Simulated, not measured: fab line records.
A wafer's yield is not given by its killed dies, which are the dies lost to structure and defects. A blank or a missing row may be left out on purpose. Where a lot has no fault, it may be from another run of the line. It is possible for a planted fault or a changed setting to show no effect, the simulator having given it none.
One fault through the eyes of 2 desks -- flow gf180mcu -- numbers are kept per desk, each desk with only its own; the story behind them comes last

## AT THE TOOL OWNER'S DESK: pvd-sputter-02
The tool's own readings at GF_M3_SPUTTER_02 (material AlCu, target thk 450 nm, time 23.9 s): means of the sampled wafers that have a number, for each lot that ran on this tool. Any lot whose mean is over 4 standard deviations away from the usual mean is out of limits and marked OUT; that distance is given in the brackets.
Columns: A = cathode-dc-power-W at GF_M3_SPUTTER_02, usual 10600 W; B = throttle-valve-pct at GF_M3_SPUTTER_02, usual 29.8 %
lot,first seen here,A,B
L931,day 21 11:11,10601,29.8
L933,day 22 06:22,10601,30.3
L941,day 25 01:34,10600,29.4
This desk's finding: nothing out of limits on any of the 3 lots.

## AT THE METROLOGY DESK
What the gauges read, lot by lot, whatever tool the lot ran on: means of the sampled wafers that have a number. Any lot whose mean is over 4 standard deviations away from the usual mean is out of limits and marked OUT; that distance is given in the brackets.
Columns: A = V1_CVD_00_THK at GF_V1_THK_MEAS_01, usual 604 nm; B = M3_ALCU_RS at GF_M3_RS_MEAS_05, usual 0.0697 ohm/sq; C = M3_ALCU_THK at GF_M3_THK_MEAS_06, usual 448 nm
lot,first seen here,A,B,C
L929,day 17 03:23,608,0.0701,445
L930,day 17 13:56,606,0.0696,450
L931,day 18 05:58,598,0.0701,442
L932,day 18 16:51,606,0.0692,451
L933,day 19 01:32,609,0.0700,446
L941,day 21 21:45,610,0.0764 (+8.5) OUT,415 (-6.2) OUT
L946,day 23 20:17,600,0.0690,454
L947,day 24 21:35,605,0.0692,450
L950,day 24 22:20,590,0.0705,444
L951,day 25 00:05,606,0.0686,455
This desk's result: L941 out of limits, first on L941 (M3_ALCU_RS at GF_M3_RS_MEAS_05), day 25 01:40. L929, L930, L931, L932, L933, L946, L947, L950, L951: within limits.

## TAKEN TOGETHER
On L941, the metrology desk was in a position to raise an alarm at day 25 01:40.
The tool owner's desk saw nothing out of limits.
On record at the tool owner's desk: L941, within its limits.
Every lot named ran GF_M3_SPUTTER_02 on pvd-sputter-02.

## WHAT WAS PUT IN BY THE SIMULATOR
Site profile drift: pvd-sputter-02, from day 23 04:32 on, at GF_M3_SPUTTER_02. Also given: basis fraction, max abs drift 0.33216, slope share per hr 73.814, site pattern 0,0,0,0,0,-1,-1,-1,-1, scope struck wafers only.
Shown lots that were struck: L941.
Hours from the fault's start to each desk's first reading out of limits: the metrology desk, 45.
